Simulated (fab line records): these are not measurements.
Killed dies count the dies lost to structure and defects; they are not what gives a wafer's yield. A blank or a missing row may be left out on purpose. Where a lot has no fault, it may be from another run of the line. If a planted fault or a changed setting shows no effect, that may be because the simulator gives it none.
The tool behind it: which one? / flow sky130 / 13 lots, 39 wafers sampled, at 5 steps of a route of 708

== WHAT EACH GAUGE READ, for each wafer ==
SKY_CONTACT_THK_MEAS_01. Usual: CONTACT_CVD_00_THK gives 75.8 nm (standard deviation 1.3).
lot=L424; measured=day 32 00:23; on=film_metro-01; CONTACT_CVD_00_THK (nm)=77.0 76.4 77.9; flag=
lot=L425; measured=day 32 05:42; on=film_metro-02; CONTACT_CVD_00_THK (nm)=73.2 76.8 75.3; flag=
lot=L426; measured=day 32 10:51; on=film_metro-02; CONTACT_CVD_00_THK (nm)=72.2 73.1 75.8; flag=
lot=L427; measured=day 32 19:58; on=film_metro-02; CONTACT_CVD_00_THK (nm)=77.4 76.1 77.8; flag=
lot=L428; measured=day 32 20:55; on=film_metro-04; CONTACT_CVD_00_THK (nm)=74.8 76.1 74.4; flag=
lot=L434; measured=day 33 04:52; on=film_metro-02; CONTACT_CVD_00_THK (nm)=74.9 75.4 76.5; flag=
lot=L435; measured=day 33 09:43; on=film_metro-01; CONTACT_CVD_00_THK (nm)=76.0 75.4 76.9; flag=
lot=L436; measured=day 33 10:06; on=film_metro-01; CONTACT_CVD_00_THK (nm)=75.8 75.3 74.8; flag=
lot=L438; measured=day 38 16:05; on=film_metro-01; CONTACT_CVD_00_THK (nm)=75.7 75.0 75.5; flag=
lot=L444; measured=day 39 08:07; on=film_metro-02; CONTACT_CVD_00_THK (nm)=74.1 75.6 76.5; flag=
lot=L440; measured=day 39 10:33; on=film_metro-01; CONTACT_CVD_00_THK (nm)=89.1 73.8 90.7; flag=OFF
lot=L445; measured=day 39 11:40; on=film_metro-04; CONTACT_CVD_00_THK (nm)=76.0 75.3 75.9; flag=
lot=L446; measured=day 39 14:10; on=film_metro-04; CONTACT_CVD_00_THK (nm)=77.0 74.8 76.7; flag=

== WHAT TOOL EACH LOT RAN ON (gives the tool, then ch and the chambers of the sampled wafers, and finally the start) ==
lot=L424; SKY_LI_CONTACT_ETCH_14=rie_diel-01 ch 1,2,3, day 30 18:18; SKY_LI_CONTACT_SPUTTER_20=pvd_sputter-03, day 30 18:48; SKY_LOCAL_INTERCONNECT_STRIP_15=plasma_asher-04 ch 0,1, day 31 23:41; SKY_CONTACT_CVD_00=pecvd-03 ch 1,2, day 32 00:21
lot=L425; SKY_LI_CONTACT_ETCH_14=rie_diel-01 ch 0,2,3, day 31 00:15; SKY_LI_CONTACT_SPUTTER_20=pvd_sputter-03, day 31 00:45; SKY_LOCAL_INTERCONNECT_STRIP_15=plasma_asher-04 ch 0,1, day 32 04:59; SKY_CONTACT_CVD_00=pecvd-01 ch 0,1,2, day 32 05:40
lot=L426; SKY_LI_CONTACT_ETCH_14=rie_diel-02 ch 1,2,3, day 31 04:21; SKY_LI_CONTACT_SPUTTER_20=pvd_sputter-03, day 31 04:52; SKY_LOCAL_INTERCONNECT_STRIP_15=plasma_asher-03 ch 0,1, day 32 10:13; SKY_CONTACT_CVD_00=pecvd-01 ch 0,1, day 32 10:49
lot=L427; SKY_LI_CONTACT_ETCH_14=rie_diel-02 ch 0,3, day 31 13:33; SKY_LI_CONTACT_SPUTTER_20=pvd_sputter-02, day 31 14:13; SKY_LOCAL_INTERCONNECT_STRIP_15=plasma_asher-02 ch 0,1, day 32 19:20; SKY_CONTACT_CVD_00=pecvd-03 ch 0,1,2, day 32 19:56
lot=L428; SKY_LI_CONTACT_ETCH_14=rie_diel-04 ch 0,2,3, day 31 15:21; SKY_LI_CONTACT_SPUTTER_20=pvd_sputter-03, day 31 15:52; SKY_LOCAL_INTERCONNECT_STRIP_15=plasma_asher-02 ch 1, day 32 20:17; SKY_CONTACT_CVD_00=pecvd-04 ch 1,2, day 32 20:53
lot=L434; SKY_LI_CONTACT_ETCH_14=rie_diel-02 ch 1,2,3, day 31 22:46; SKY_LI_CONTACT_SPUTTER_20=pvd_sputter-04, day 31 23:29; SKY_LOCAL_INTERCONNECT_STRIP_15=plasma_asher-02 ch 1, day 33 04:14; SKY_CONTACT_CVD_00=pecvd-03 ch 1,2, day 33 04:50
lot=L435; SKY_LI_CONTACT_ETCH_14=rie_diel-01 ch 0,2,3, day 32 03:04; SKY_LI_CONTACT_SPUTTER_20=pvd_sputter-04, day 32 03:49; SKY_LOCAL_INTERCONNECT_STRIP_15=plasma_asher-04 ch 0,1, day 33 09:05; SKY_CONTACT_CVD_00=pecvd-03 ch 0,1,2, day 33 09:41
lot=L436; SKY_LI_CONTACT_ETCH_14=rie_diel-04 ch 1,3, day 32 03:25; SKY_LI_CONTACT_SPUTTER_20=pvd_sputter-03, day 32 04:08; SKY_LOCAL_INTERCONNECT_STRIP_15=plasma_asher-04 ch 1, day 33 09:26; SKY_CONTACT_CVD_00=pecvd-04 ch 0,1,2, day 33 10:04
lot=L438; SKY_LI_CONTACT_ETCH_14=rie_diel-02 ch 1,2, day 37 10:30; SKY_LI_CONTACT_SPUTTER_20=pvd_sputter-03, day 37 11:01; SKY_LOCAL_INTERCONNECT_STRIP_15=plasma_asher-04 ch 0,1, day 38 15:26; SKY_CONTACT_CVD_00=pecvd-03 ch 0,1,2, day 38 16:02
lot=L444; SKY_LI_CONTACT_ETCH_14=rie_diel-04 ch 1,2,3, day 38 03:48; SKY_LI_CONTACT_SPUTTER_20=pvd_sputter-04, day 38 04:18; SKY_LOCAL_INTERCONNECT_STRIP_15=plasma_asher-03 ch 0,1, day 39 07:29; SKY_CONTACT_CVD_00=pecvd-03 ch 0,1,2, day 39 08:05
lot=L440; SKY_LI_CONTACT_ETCH_14=rie_diel-01 ch 0,2,3, day 38 07:07; SKY_LI_CONTACT_SPUTTER_20=pvd_sputter-02, day 38 07:37; SKY_LOCAL_INTERCONNECT_STRIP_15=plasma_asher-02 ch 0,1, day 39 09:55; SKY_CONTACT_CVD_00=pecvd-04 ch 0,2, day 39 10:31
lot=L445; SKY_LI_CONTACT_ETCH_14=rie_diel-02 ch 0,2,3, day 38 07:57; SKY_LI_CONTACT_SPUTTER_20=pvd_sputter-03, day 38 08:27; SKY_LOCAL_INTERCONNECT_STRIP_15=plasma_asher-02 ch 0,1, day 39 11:01; SKY_CONTACT_CVD_00=pecvd-01 ch 0,1,2, day 39 11:38
lot=L446; SKY_LI_CONTACT_ETCH_14=rie_diel-01 ch 0,1,2, day 38 10:36; SKY_LI_CONTACT_SPUTTER_20=pvd_sputter-03, day 38 11:06; SKY_LOCAL_INTERCONNECT_STRIP_15=plasma_asher-04 ch 0,1, day 39 13:32; SKY_CONTACT_CVD_00=pecvd-03 ch 0,2, day 39 14:08
- SKY_LI_CONTACT_ETCH_14: etches BARC in N2/H2, stops on SiO2, time 45.9 s, target depth 60 nm.
- SKY_LI_CONTACT_SPUTTER_20: material TiN, target thk 20 nm, time 80 s.
- SKY_LOCAL_INTERCONNECT_STRIP_15: strips in O2/N2.
- SKY_CONTACT_CVD_00: deposits Si3N4, target thk 75 nm.

== AS READ BY THE TOOLS THEMSELVES (means over the sampled wafers that have a number; for cases with no such wafer, the mark the record gives instead) ==
SKY_LI_CONTACT_ETCH_14. Usual: drypump_motor_current_A 5.6 A, standard deviation 0.61; oes_product_au 0.855 a.u., standard deviation 0.005; throttle_valve_pct 13.225 %, standard deviation 0.0086.
lot=L424; tool=rie_diel-01; drypump_motor_current_A (A)=5.4; oes_product_au (a.u.)=0.854; throttle_valve_pct (%)=13.223; flag=
lot=L425; tool=rie_diel-01; drypump_motor_current_A (A)=5.2; oes_product_au (a.u.)=0.850; throttle_valve_pct (%)=13.221; flag=
lot=L426; tool=rie_diel-02; drypump_motor_current_A (A)=5.1; oes_product_au (a.u.)=0.858; throttle_valve_pct (%)=13.224; flag=
lot=L427; tool=rie_diel-02; drypump_motor_current_A (A)=5.1; oes_product_au (a.u.)=0.858; throttle_valve_pct (%)=13.232; flag=
lot=L428; tool=rie_diel-04; drypump_motor_current_A (A)=6.1; oes_product_au (a.u.)=0.858; throttle_valve_pct (%)=13.224; flag=
lot=L434; tool=rie_diel-02; drypump_motor_current_A (A)=5.1; oes_product_au (a.u.)=0.853; throttle_valve_pct (%)=13.231; flag=
lot=L435; tool=rie_diel-01; drypump_motor_current_A (A)=5.2; oes_product_au (a.u.)=0.851; throttle_valve_pct (%)=13.222; flag=
lot=L436; tool=rie_diel-04; drypump_motor_current_A (A)=6.3; oes_product_au (a.u.)=0.859; throttle_valve_pct (%)=13.222; flag=
lot=L438; tool=rie_diel-02; drypump_motor_current_A (A)=5.0; oes_product_au (a.u.)=0.856; throttle_valve_pct (%)=13.225; flag=
lot=L444; tool=rie_diel-04; drypump_motor_current_A (A)=6.5; oes_product_au (a.u.)=0.858; throttle_valve_pct (%)=13.224; flag=
lot=L440; tool=rie_diel-01; drypump_motor_current_A (A)=5.2; oes_product_au (a.u.)=0.856; throttle_valve_pct (%)=13.227; flag=
lot=L445; tool=rie_diel-02; drypump_motor_current_A (A)=5.1; oes_product_au (a.u.)=0.854; throttle_valve_pct (%)=13.230; flag=
lot=L446; tool=rie_diel-01; drypump_motor_current_A (A)=5.5; oes_product_au (a.u.)=0.856; throttle_valve_pct (%)=13.224; flag=

SKY_LI_CONTACT_SPUTTER_20. Usual: cathode_dc_power_W 3999.9 W, standard deviation 0.71; chamber_pressure_pa 5.001 Pa, standard deviation 0.0087; throttle_valve_pct 29.7 %, standard deviation 1.
lot=L424; tool=pvd_sputter-03; cathode_dc_power_W (W)=3999.9; chamber_pressure_pa (Pa)=5.005; throttle_valve_pct (%)=29.9; flag=
lot=L425; tool=pvd_sputter-03; cathode_dc_power_W (W)=3999.7; chamber_pressure_pa (Pa)=5.001; throttle_valve_pct (%)=29.7; flag=
lot=L426; tool=pvd_sputter-03; cathode_dc_power_W (W)=3998.8; chamber_pressure_pa (Pa)=5.001; throttle_valve_pct (%)=29.3; flag=
lot=L427; tool=pvd_sputter-02; cathode_dc_power_W (W)=3998.9; chamber_pressure_pa (Pa)=5.006; throttle_valve_pct (%)=29.9; flag=
lot=L428; tool=pvd_sputter-03; cathode_dc_power_W (W)=3999.9; chamber_pressure_pa (Pa)=5.005; throttle_valve_pct (%)=29.1; flag=
lot=L434; tool=pvd_sputter-04; cathode_dc_power_W (W)=3999.9; chamber_pressure_pa (Pa)=4.998; throttle_valve_pct (%)=29.4; flag=
lot=L435; tool=pvd_sputter-04; cathode_dc_power_W (W)=4000.1; chamber_pressure_pa (Pa)=5.005; throttle_valve_pct (%)=31.6; flag=
lot=L436; tool=pvd_sputter-03; cathode_dc_power_W (W)=3999.7; chamber_pressure_pa (Pa)=4.990; throttle_valve_pct (%)=29.3; flag=
lot=L438; tool=pvd_sputter-03; cathode_dc_power_W (W)=4000.4; chamber_pressure_pa (Pa)=4.989; throttle_valve_pct (%)=29.4; flag=
lot=L444; tool=pvd_sputter-04; cathode_dc_power_W (W)=4000.4; chamber_pressure_pa (Pa)=5.007; throttle_valve_pct (%)=29.7; flag=
lot=L440; tool=pvd_sputter-02; cathode_dc_power_W (W)=3999.9; chamber_pressure_pa (Pa)=5.006; throttle_valve_pct (%)=30.4; flag=
lot=L445; tool=pvd_sputter-03; cathode_dc_power_W (W)=3999.9; chamber_pressure_pa (Pa)=5.003; throttle_valve_pct (%)=28.9; flag=
lot=L446; tool=pvd_sputter-03; cathode_dc_power_W (W)=3999.7; chamber_pressure_pa (Pa)=4.992; throttle_valve_pct (%)=30.0; flag=

SKY_LOCAL_INTERCONNECT_STRIP_15. Usual: drypump_motor_current_A 5.69 A, standard deviation 0.21; oes_product_au 0.428 a.u., standard deviation 0.0051; strip_time_to_endpoint_s 4.73 s, standard deviation 0.035.
lot=L424; tool=plasma_asher-04; drypump_motor_current_A (A)=5.82; oes_product_au (a.u.)=0.429; strip_time_to_endpoint_s (s)=4.74; flag=
lot=L425; tool=plasma_asher-04; drypump_motor_current_A (A)=5.78; oes_product_au (a.u.)=0.423; strip_time_to_endpoint_s (s)=4.69; flag=
lot=L426; tool=plasma_asher-03; drypump_motor_current_A (A)=5.34; oes_product_au (a.u.)=0.428; strip_time_to_endpoint_s (s)=4.73; flag=
lot=L427; tool=plasma_asher-02; drypump_motor_current_A (A)=5.78; oes_product_au (a.u.)=0.427; strip_time_to_endpoint_s (s)=4.74; flag=
lot=L428; tool=plasma_asher-02; drypump_motor_current_A (A)=5.80; oes_product_au (a.u.)=0.430; strip_time_to_endpoint_s (s)=4.76; flag=
lot=L434; tool=plasma_asher-02; drypump_motor_current_A (A)=5.78; oes_product_au (a.u.)=0.429; strip_time_to_endpoint_s (s)=4.71; flag=
lot=L435; tool=plasma_asher-04; drypump_motor_current_A (A)=5.79; oes_product_au (a.u.)=0.425; strip_time_to_endpoint_s (s)=4.70; flag=
lot=L436; tool=plasma_asher-04; drypump_motor_current_A (A)=5.76; oes_product_au (a.u.)=0.424; strip_time_to_endpoint_s (s)=4.71; flag=
lot=L438; tool=plasma_asher-04; drypump_motor_current_A (A)=5.81; oes_product_au (a.u.)=0.424; strip_time_to_endpoint_s (s)=4.71; flag=
lot=L444; tool=plasma_asher-03; drypump_motor_current_A (A)=5.34; oes_product_au (a.u.)=0.429; strip_time_to_endpoint_s (s)=4.76; flag=
lot=L440; tool=plasma_asher-02; drypump_motor_current_A (A)=5.78; oes_product_au (a.u.)=0.425; strip_time_to_endpoint_s (s)=4.71; flag=
lot=L445; tool=plasma_asher-02; drypump_motor_current_A (A)=5.78; oes_product_au (a.u.)=0.431; strip_time_to_endpoint_s (s)=4.78; flag=
lot=L446; tool=plasma_asher-04; drypump_motor_current_A (A)=5.81; oes_product_au (a.u.)=0.433; strip_time_to_endpoint_s (s)=4.77; flag=

SKY_CONTACT_CVD_00. Usual: heater_power_w 686 W, standard deviation 76.
lot=L424; tool=pecvd-03; heater_power_w (W)=700; flag=
lot=L425; tool=pecvd-01; heater_power_w (W)=614; flag=
lot=L426; tool=pecvd-01; heater_power_w (W)=674; flag=
lot=L427; tool=pecvd-03; heater_power_w (W)=690; flag=
lot=L428; tool=pecvd-04; heater_power_w (W)=716; flag=
lot=L434; tool=pecvd-03; heater_power_w (W)=805; flag=
lot=L435; tool=pecvd-03; heater_power_w (W)=719; flag=
lot=L436; tool=pecvd-04; heater_power_w (W)=721; flag=
lot=L438; tool=pecvd-03; heater_power_w (W)=685; flag=
lot=L444; tool=pecvd-03; heater_power_w (W)=725; flag=
lot=L440; tool=pecvd-04; heater_power_w (W)=725; flag=
lot=L445; tool=pecvd-01; heater_power_w (W)=594; flag=
lot=L446; tool=pecvd-03; heater_power_w (W)=707; flag=

== THE ANSWER, worked out from the rows above alone ==
Rule: lot off if the mean of its wafers having a number is beyond 3 standard deviations from the usual mean. Also off: a lot with no number at a reading for which 4 or more lots have one. The other lots that the step has rows for count as sound. First the gauges in route order, then the tools' own readings, where a lot's mean is used as printed above. At the first step where some lot is off, the reading lying furthest off is the one used; lots without a number count as furthest.
Off: at SKY_CONTACT_THK_MEAS_01 (CONTACT_CVD_00_THK), L440.
A tool fits if, at a process step before that reading, it ran every lot that is off, and no sound lot after the first of them. Gauges at SKY_CONTACT_THK_MEAS_01: tried the same way as those tools. Can't be told from this: 3 tools fit, pvd_sputter-02 at SKY_LI_CONTACT_SPUTTER_20, pecvd-04 at SKY_CONTACT_CVD_00, film_metro-01 at SKY_CONTACT_THK_MEAS_01.

== WHAT THE SIMULATOR HAD INSERTED ==
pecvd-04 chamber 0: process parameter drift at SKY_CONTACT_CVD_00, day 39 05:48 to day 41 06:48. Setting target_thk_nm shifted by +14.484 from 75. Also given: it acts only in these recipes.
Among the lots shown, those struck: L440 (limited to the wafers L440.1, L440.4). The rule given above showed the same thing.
